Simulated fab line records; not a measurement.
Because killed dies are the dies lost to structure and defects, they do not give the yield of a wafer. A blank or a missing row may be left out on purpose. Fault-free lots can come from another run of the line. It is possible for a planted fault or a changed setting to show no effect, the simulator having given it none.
Which tool is to blame? -- flow sky130 -- 11 lots with 33 wafers sampled at 5 steps, on a route of 708 steps

== WHAT THE GAUGES SHOWED, per wafer ==
SKY_METAL2_OVL_MEAS_16. Usual: METAL2_OVL typically reads 1 nm, with standard deviation 6.
lot,measured,on,METAL2_OVL (nm),flag
L620,day 36 11:56,overlay-02,13 8 6,
L621,day 36 17:59,overlay-02,7 1 2,
L622,day 36 19:49,overlay-01,2 8 5,
L623,day 37 01:16,overlay-01,0 5 3,
L625,day 37 15:23,overlay-02,2 9 12,
L626,day 38 12:47,overlay-02,-12 1 4,
L628,day 38 19:09,overlay-02,-1 3 4,
L629,day 39 01:21,overlay-01,-10 -5 -6,
L630,day 39 20:24,overlay-01,-12 -4 -1,
L635,day 40 16:05,overlay-02,0 0 -6,
L637,day 41 08:54,overlay-01,13 9 10,

SKY_CAPM_THK_MEAS_01. Usual: CAPM_CVD_00_THK typically reads 15.53 nm, with standard deviation 0.21.
lot,measured,on,CAPM_CVD_00_THK (nm),flag
L620,day 37 16:59,film metro-03,15.56 15.46 15.86,
L621,day 37 23:44,film metro-01,15.39 15.67 15.55,
L622,day 38 00:53,film metro-03,15.09 15.32 15.38,
L623,day 38 06:49,film metro-03,15.57 15.81 15.63,
L625,day 38 19:26,film metro-02,15.60 15.73 15.91,
L626,day 39 17:41,film metro-03,15.26 15.22 15.47,
L628,day 40 02:59,film metro-01,15.22 15.28 15.43,
L629,day 40 05:08,film metro-02,15.37 15.38 15.55,
L630,day 41 00:23,film metro-02,15.39 15.60 15.58,
L635,day 41 18:55,film metro-02,15.47 18.41 15.63,OFF
L637,day 42 10:42,film metro-03,15.72 15.72 15.82,

SKY_CAPM_OVL_MEAS_12. Usual: CAPM_OVL typically reads -0.2 nm, with standard deviation 1.6.
lot,measured,on,CAPM_OVL (nm),flag
L620,day 38 18:40,overlay-01,-2.1 -1.8 -1.7,
L621,day 39 01:01,overlay-02,-4.0 -2.7 -4.0,
L622,day 39 01:40,overlay-02,0.8 0.6 1.1,
L623,day 39 08:08,overlay-02,-0.6 1.5 0.6,
L625,day 39 20:34,overlay-02,0.8 0.6 0.5,
L626,day 40 18:38,overlay-02,1.7 0.1 2.1,
L628,day 41 03:26,overlay-02,-1.1 -0.9 -0.7,
L629,day 41 05:40,overlay-01,0.8 1.5 2.1,
L630,day 42 00:17,overlay-01,-1.1 -0.1 -1.1,
L635,day 42 19:25,overlay-02,0.8 0.9 -0.9,
L637,day 43 10:13,overlay-02,1.1 1.1 1.3,

== WHICH TOOL RAN EACH LOT (tool, then ch and the chambers of the sampled wafers, then the start) ==
lot,SKY_METAL3_SPUTTER_00,SKY_CAPM_CVD_00
L620,"pvd sputter-02, day 37 16:48","pecvd-03 ch 1,2, day 37 16:58"
L621,"pvd sputter-01, day 37 23:33","pecvd-02 ch 0,1, day 37 23:42"
L622,"pvd sputter-04, day 38 00:43","pecvd-03 ch 0,2, day 38 00:52"
L623,"pvd sputter-04, day 38 06:37","pecvd-01 ch 0,1, day 38 06:46"
L625,"pvd sputter-04, day 38 19:16","pecvd-01 ch 0,2, day 38 19:25"
L626,"pvd sputter-02, day 39 17:30","pecvd-02 ch 0,2, day 39 17:39"
L628,"pvd sputter-02, day 39 22:57","pecvd-02 ch 0,1,2, day 40 02:57"
L629,"pvd sputter-01, day 40 04:57","pecvd-02 ch 0,1, day 40 05:07"
L630,"pvd sputter-02, day 41 00:11","pecvd-02 ch 0,2, day 41 00:20"
L635,"pvd sputter-01, day 41 18:44","pecvd-02 ch 0,2, day 41 18:53"
L637,"pvd sputter-02, day 42 10:31","pecvd-01 ch 0,1,2, day 42 10:40"
- SKY_METAL3_SPUTTER_00: material Ti, target thk 15 nm, time 10 s.
- SKY_CAPM_CVD_00: deposits SiO2, target thk 15.5 nm.

== AS READ BY THE TOOLS THEMSELVES (means over the sampled wafers that have a number; for cases with no such wafer, the mark the record gives instead) ==
SKY_METAL3_SPUTTER_00. Usual: throttle valve pct at 30.4 %, with a standard deviation of 0.88.
lot,tool,throttle valve pct (%),flag
L620,pvd sputter-02,30.0,
L621,pvd sputter-01,29.5,
L622,pvd sputter-04,31.2,
L623,pvd sputter-04,30.8,
L625,pvd sputter-04,29.2,
L626,pvd sputter-02,30.3,
L628,pvd sputter-02,30.6,
L629,pvd sputter-01,30.3,
L630,pvd sputter-02,29.8,
L635,pvd sputter-01,30.4,
L637,pvd sputter-02,30.2,

SKY_CAPM_CVD_00. Usual: heater power w 707 W, standard deviation 87; susceptor temp C 400.03 C, standard deviation 0.21.
lot,tool,heater power w (W),susceptor temp C (C),flag
L620,pecvd-03,814,399.96,
L621,pecvd-02,663,400.14,
L622,pecvd-03,885,399.94,
L623,pecvd-01,607,399.98,
L625,pecvd-01,711,399.90,
L626,pecvd-02,645,400.01,
L628,pecvd-02,673,400.28,
L629,pecvd-02,680,399.97,
L630,pecvd-02,641,399.98,
L635,pecvd-02,674,399.79,
L637,pecvd-01,656,400.11,

== THE ANSWER, worked out from the rows above alone ==
Rule: a lot is off if the mean of its wafers that have a number lies more than 3 standard deviations from the usual mean. Also off: a lot with no number at a reading for which 4 or more lots have one. Any other lot the step has rows for is counted as sound. The gauges are gone through in route order, then the tools' own readings, and for those a lot's mean is taken as printed above. The first step at which some lot is off is used, and at that step the reading that is off furthest; a lot without a number counts as furthest.
Off: at SKY_CAPM_THK_MEAS_01 (CAPM_CVD_00_THK), L635.
A tool fits if, at a process step before that reading, it ran every lot that is off, and no sound lot after the first of them. Gauges at SKY_CAPM_THK_MEAS_01: tried the same way as those tools. Can't be told from this: 3 tools fit, pvd sputter-01 at SKY_METAL3_SPUTTER_00, pecvd-02 at SKY_CAPM_CVD_00, film metro-02 at SKY_CAPM_THK_MEAS_01.

== WHAT THE SIMULATOR PUT IN ==
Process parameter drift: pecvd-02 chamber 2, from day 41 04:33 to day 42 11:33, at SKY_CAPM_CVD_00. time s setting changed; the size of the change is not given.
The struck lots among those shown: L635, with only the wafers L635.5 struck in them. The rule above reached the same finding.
